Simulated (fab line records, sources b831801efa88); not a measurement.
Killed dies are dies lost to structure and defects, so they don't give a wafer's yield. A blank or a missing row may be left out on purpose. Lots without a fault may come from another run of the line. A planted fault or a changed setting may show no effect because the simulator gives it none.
A struck lot beside a sound one | flow sfq_line | 16 steps out of a route of 325
Sound: wafers L418.2, L418.3, L418.5. Struck: wafers L435.1, L435.2, L435.3. The cause comes at the end.
At each step with rows: each side's tool, then ch and its chambers, then its first start. Under that, the readings that differ: sound wafers | struck wafers | difference of the means | sigmas: that difference in standard deviations of wafers without a fault.
alike: readings whose means differ by less than 2 such deviations, and words and numbers that are the same on both sides. not compared: withheld readings, readings that some wafer has no value for, bounds like >300 that may hide the same value, and numbers for which the record gives no deviation and whose values overlap.
The two part at a step that has a row with sigmas, a row that says differs or no value, or rows on one side only. Numbers that don't overlap but have no deviation are shown without sigmas and don't part them. A reading that every wafer of one side lacks parts them only if that side has two wafers or more.

SFQ_TRILAYER_I4_VIA_STRIP_STRIP_107: strips in O2.
  sound on rie_metal-04 ch 0,1, day 53 14:28; struck on rie_metal-03 ch 0,1, day 66 09:48
  alike: drypump_motor_current_A, oes_product_au
  not compared: rf_hours_counter_h
then, 2 steps without rows for these wafers: SFQ_TRILAYER_I4_VIA_STRIP_SOLV_CLEAN_108 (cleans in NMP, time 600 s); SFQ_TRILAYER_JJ_TRILAYER_DEP_PRE_CLEAN_113 (time 22.5 s).
SFQ_TRILAYER_JJ_TRILAYER_DEP_SPUTTER_109: material Nb, target thk 150 nm, time 100 s.
  sound on pvd_sputter-03, day 53 15:16; struck on pvd_sputter-03, day 66 10:37
  alike: throttle_valve_pct
SFQ_TRILAYER_JJ_TRILAYER_DEP_SPUTTER_110: material Al, target thk 8 nm, time 10 s.
  sound on pvd_sputter-03, day 53 15:21; struck on pvd_sputter-03, day 66 10:41
  alike: throttle_valve_pct
then, 1 step without rows for these wafers: SFQ_TRILAYER_JJ_TRILAYER_DEP_AL_OXIDATION_111 (oxidation time 600 s).
SFQ_TRILAYER_JJ_TRILAYER_DEP_SPUTTER_112: material Nb, target thk 170 nm, time 113.3 s.
  sound on pvd_sputter-03, day 53 16:22; struck on pvd_sputter-03, day 66 11:43
  alike: throttle_valve_pct
SFQ_JJ_RS_MEAS_929: measures by four-point-probe.
  sound on film_metro-03, day 53 16:28; struck on film_metro-01, day 66 11:47
  alike: JJ_NB_RS
then, 3 steps without rows for these wafers: SFQ_TRILAYER_JJ_CE_LITHO_COAT_119 (resist thk 62 nm); SFQ_TRILAYER_JJ_CE_LITHO_COAT_114 (resist thk 600 nm); SFQ_TRILAYER_JJ_CE_LITHO_SOFTBAKE_118.
SFQ_TRILAYER_JJ_CE_LITHO_EXPOSE_115: exposes mask J5, target cd 700 nm.
  sound on krf_scanner-02 ch 0, day 58 23:15; struck on krf_scanner-02 ch 0, day 66 12:44
  reading                    | sound                | struck            | difference | sigmas
  model.JJ.overlay_x_nm (nm) | -1.192 -1.192 -1.192 | 96.05 96.05 96.05 | +97.24     |
  alike: mask, exposure_dose_mJ_cm2
then, 2 steps without rows for these wafers: SFQ_TRILAYER_JJ_CE_LITHO_PEB_117 (peb time 60 s); SFQ_TRILAYER_JJ_CE_LITHO_DEVELOP_116 (time 60 s).
SFQ_JJ_OVL_MEAS_931:
  sound on overlay-01, day 59 00:33; struck on overlay-01, day 66 14:14
  reading     | sound   | struck   | difference | sigmas
  J5_OVL (nm) | -4 0 -9 | 92 99 94 | +99        | +22
SFQ_TRILAYER_JJ_CE_METRO_MEASURE_117:
  sound on cd_sem-01, day 59 00:47; struck on cd_sem-01, day 66 14:17
  alike: cd_nm

WHERE THEY PART
Only at SFQ_JJ_OVL_MEAS_931, within this record. Later steps at which nothing parts them and some readings are alike: SFQ_TRILAYER_JJ_CE_METRO_MEASURE_117.

WHY: what the simulator had put in
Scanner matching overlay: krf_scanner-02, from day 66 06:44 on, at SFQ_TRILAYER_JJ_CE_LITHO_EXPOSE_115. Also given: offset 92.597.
